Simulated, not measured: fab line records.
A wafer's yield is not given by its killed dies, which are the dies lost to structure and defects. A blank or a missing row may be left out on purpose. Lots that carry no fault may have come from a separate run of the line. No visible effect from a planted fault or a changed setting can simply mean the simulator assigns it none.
Which of the tools did it? | flow gf180mcu | 42 wafers from 15 lots sampled at 3 of the route's 602 steps

== WHAT THE GAUGES SHOWED, per wafer ==
GF_V5_OVL_MEAS_15. Usual: V5_OVL gives 2 nm (standard deviation 5.4).
lot  | measured     | on         | V5_OVL (nm) | flag
L642 | day 27 05:41 | overlay-02 | 4 0 10      |
L643 | day 27 15:04 | overlay-02 | 1 2 5       |
L648 | day 29 04:33 | overlay-02 | 2 -3        |
L650 | day 29 22:02 | overlay-02 | -11 -11     |
L651 | day 30 01:17 | overlay-02 | -1 8        |
L654 | day 30 18:14 | overlay-02 | -5 -1 -3    |
L655 | day 31 02:19 | overlay-02 | 3 -2 1      |
L656 | day 31 05:01 | overlay-02 | 2 0 4       |
L657 | day 31 21:38 | overlay-01 | 0 3 3       |
L658 | day 31 23:32 | overlay-02 | 2 -1 2      |
L659 | day 32 09:39 | overlay-02 | 4 4 5       |
L661 | day 32 14:49 | overlay-02 | -6 -4 -1    |
L662 | day 32 19:35 | overlay-02 | 11 14 13    |
L663 | day 33 01:19 | overlay-01 | 10 8 10     |
L665 | day 33 09:58 | overlay-01 | 2 4 5       |

== WHAT TOOL EACH LOT RAN ON (gives the tool, then ch and the chambers of the sampled wafers, and finally the start) ==
lot  | GF_MIM_SPUTTER_00            | GF_MIM_SPUTTER_04
L642 | pvd-sputter-03, day 24 12:01 | pvd-sputter-03, day 24 12:12
L643 | pvd-sputter-02, day 24 22:10 | pvd-sputter-02, day 24 22:20
L648 | pvd-sputter-04, day 26 14:10 | pvd-sputter-04, day 26 14:20
L650 | pvd-sputter-03, day 27 09:34 | pvd-sputter-03, day 27 09:43
L651 | pvd-sputter-02, day 27 13:19 | pvd-sputter-02, day 27 13:30
L654 | pvd-sputter-04, day 28 07:43 | pvd-sputter-04, day 28 07:54
L655 | pvd-sputter-04, day 28 16:16 | pvd-sputter-04, day 28 16:26
L656 | pvd-sputter-04, day 28 19:58 | pvd-sputter-04, day 28 20:09
L657 | pvd-sputter-04, day 29 14:13 | pvd-sputter-04, day 29 14:24
L658 | pvd-sputter-03, day 29 15:25 | pvd-sputter-03, day 29 15:36
L659 | pvd-sputter-04, day 30 02:38 | pvd-sputter-04, day 30 02:49
L661 | pvd-sputter-02, day 30 09:16 | pvd-sputter-02, day 30 09:26
L662 | pvd-sputter-02, day 30 14:16 | pvd-sputter-02, day 30 14:27
L663 | pvd-sputter-04, day 30 21:25 | pvd-sputter-04, day 30 21:36
L665 | pvd-sputter-03, day 31 07:55 | pvd-sputter-03, day 31 08:06
- GF_MIM_SPUTTER_00: material Ti, target thk 37.5 nm, time 150 s.
- GF_MIM_SPUTTER_04: material TiN, target thk 50 nm, time 41.7 s.

== AS READ BY THE TOOLS THEMSELVES (means over the sampled wafers that have a number; for cases with no such wafer, the mark the record gives instead) ==
GF_MIM_SPUTTER_00. Usual: 29.8 % for throttle-valve-pct, sd 0.88.
lot  | tool           | throttle-valve-pct (%) | flag
L642 | pvd-sputter-03 | 29.6                   |
L643 | pvd-sputter-02 | 30.3                   |
L648 | pvd-sputter-04 | 29.6                   |
L650 | pvd-sputter-03 | 29.5                   |
L651 | pvd-sputter-02 | 30.2                   |
L654 | pvd-sputter-04 | 29.4                   |
L655 | pvd-sputter-04 | 29.4                   |
L656 | pvd-sputter-04 | 29.4                   |
L657 | pvd-sputter-04 | 29.4                   |
L658 | pvd-sputter-03 | 29.8                   |
L659 | pvd-sputter-04 | 29.5                   |
L661 | pvd-sputter-02 | 30.9                   |
L662 | pvd-sputter-02 | 30.7                   |
L663 | pvd-sputter-04 | 29.2                   |
L665 | pvd-sputter-03 | 29.3                   |

GF_MIM_SPUTTER_04. Usual: 29.8 % for throttle-valve-pct, sd 0.9.
lot  | tool           | throttle-valve-pct (%) | flag
L642 | pvd-sputter-03 | 29.7                   |
L643 | pvd-sputter-02 | 30.4                   |
L648 | pvd-sputter-04 | 29.7                   |
L650 | pvd-sputter-03 | 29.4                   |
L651 | pvd-sputter-02 | 30.4                   |
L654 | pvd-sputter-04 | 29.4                   |
L655 | pvd-sputter-04 | 29.4                   |
L656 | pvd-sputter-04 | 29.2                   |
L657 | pvd-sputter-04 | 29.4                   |
L658 | pvd-sputter-03 | 29.6                   |
L659 | pvd-sputter-04 | 29.5                   |
L661 | pvd-sputter-02 | 30.9                   |
L662 | pvd-sputter-02 | 30.8                   |
L663 | pvd-sputter-04 | 29.1                   |
L665 | pvd-sputter-03 | 29.4                   |

== THE ANSWER, worked out from the rows above alone ==
Rule: a lot is off if the mean of its wafers that have a number lies more than 3 standard deviations from the usual mean. A lot without any number at a reading at which 4 lots or more have one is off too. Where the step has rows for the other lots, those lots are counted as sound. The gauges are gone through in route order, then the tools' own readings, and for those a lot's mean is taken as printed above. At the first step where some lot is off, the reading lying furthest off is the one used; lots without a number count as furthest.
No lot is off at any reading shown: from this, nothing can be told.

== WHAT THE SIMULATOR HAD INSERTED ==
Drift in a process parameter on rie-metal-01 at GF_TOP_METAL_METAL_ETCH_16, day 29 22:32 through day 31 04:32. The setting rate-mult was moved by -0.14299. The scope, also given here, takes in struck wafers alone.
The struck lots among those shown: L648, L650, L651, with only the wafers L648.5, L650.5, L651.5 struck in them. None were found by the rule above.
